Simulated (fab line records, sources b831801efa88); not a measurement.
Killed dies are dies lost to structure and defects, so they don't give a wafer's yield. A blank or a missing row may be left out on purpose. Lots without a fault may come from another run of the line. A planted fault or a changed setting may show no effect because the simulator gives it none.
One fault seen from 2 desks | flow sky130 | each desk has only its own numbers; what lay behind them comes last

THE TOOL OWNER'S DESK: implanter-01
The tool's own readings at SKY_RES_XHIGH_IMPLANT_07: means of the sampled wafers that have a number, for each lot that ran on this tool. A lot is out of limits, marked OUT, if its mean lies more than 4 standard deviations from the usual mean; the brackets give that distance.
Columns: A = beam_energy_keV at SKY_RES_XHIGH_IMPLANT_07, usual 20.001; B = beam_on_s at SKY_RES_XHIGH_IMPLANT_07, usual 38.9 s; C = dose_ions_cm2 at SKY_RES_XHIGH_IMPLANT_07, usual 3.601e+14
lot  | first seen here | A      | B              | C
L277 | day 27 22:22    | 20.003 | 40.8           | 3.602e+14
L282 | day 29 14:35    | 20.004 | 71.3 (+20) OUT | 6.352e+14 (+99 or more) OUT
L281 | day 29 16:04    | 19.999 | 71.4 (+20) OUT | 6.349e+14 (+99 or more) OUT
L291 | day 32 19:17    | 20.001 | 41.3           | 3.602e+14
L292 | day 33 13:23    | 20.001 | 41.0           | 3.602e+14
L295 | day 34 00:56    | 20.002 | 40.4           | 3.602e+14
L296 | day 34 03:38    | 20.008 | 40.1           | 3.601e+14
This desk's finding: out of limits on L281, L282; first on L282, day 29 14:35 (beam_on_s at SKY_RES_XHIGH_IMPLANT_07). In limits: L277, L291, L292, L295, L296.

THE METROLOGY DESK
What the gauges read, lot by lot, whatever tool the lot ran on: means of the sampled wafers that have a number. A lot is out of limits, marked OUT, if its mean lies more than 4 standard deviations from the usual mean; the brackets give that distance.
Columns: A = LDD_HVP_OVL at SKY_LDD_HVP_OVL_MEAS_07, usual 1.4 nm; B = SD_P_TW at SKY_SD_P_TW_MEAS_11, usual 2814; C = RES_XHIGH_TW at SKY_RES_XHIGH_TW_MEAS_09, usual 1635; D = RES_XHIGH_RS at SKY_SD_N_RS_MEAS_18, usual 333.7 ohm/sq
lot  | first seen here | A    | B    | C              | D
L275 | day 22 01:58    | 1.5  | 2813 | 1631           | 334.8
L277 | day 22 22:34    | 1.2  | 2871 | 1622           | 331.8
L282 | day 24 15:28    | 0.4  | 2814 | 1911 (+14) OUT | 219.0 (-88) OUT
L281 | day 24 17:28    | 1.1  | 2872 | 1915 (+14) OUT | 218.1 (-89) OUT
L283 | day 25 03:28    | 1.8  | 2781 | 1639           | 333.7
L288 | day 26 23:29    | 1.1  | 2855 | 1674           | 332.7
L291 | day 27 22:40    | 2.4  | 2831 | 1622           | 333.7
L292 | day 28 17:50    | -0.2 | 2827 | 1631           | 330.5
L295 | day 29 06:38    | 3.7  | 2804 | 1612           | 333.9
L296 | day 29 09:25    | 2.3  | 2788 | 1606           | 336.8
This desk's finding: out of limits on L281, L282; first on L282, day 29 14:49 (RES_XHIGH_TW at SKY_RES_XHIGH_TW_MEAS_09). In limits: L275, L277, L283, L288, L291, L292, L295, L296.

PUT TOGETHER
The tool owner's desk could have raised an alarm at day 29 14:35, on L281, L282.
The metrology desk could have raised an alarm at day 29 14:49, on L281, L282.
Of the lots named, all ran SKY_RES_XHIGH_IMPLANT_07 on implanter-01.

WHAT THE SIMULATOR HAD PUT IN
Process parameter drift: implanter-01, from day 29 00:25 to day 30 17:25, at SKY_RES_XHIGH_IMPLANT_07. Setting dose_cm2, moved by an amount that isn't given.
Lots struck among those shown: L281, L282.
Hours from the fault's start to each desk's first reading out of limits: the tool owner's desk, 14; the metrology desk, 14.
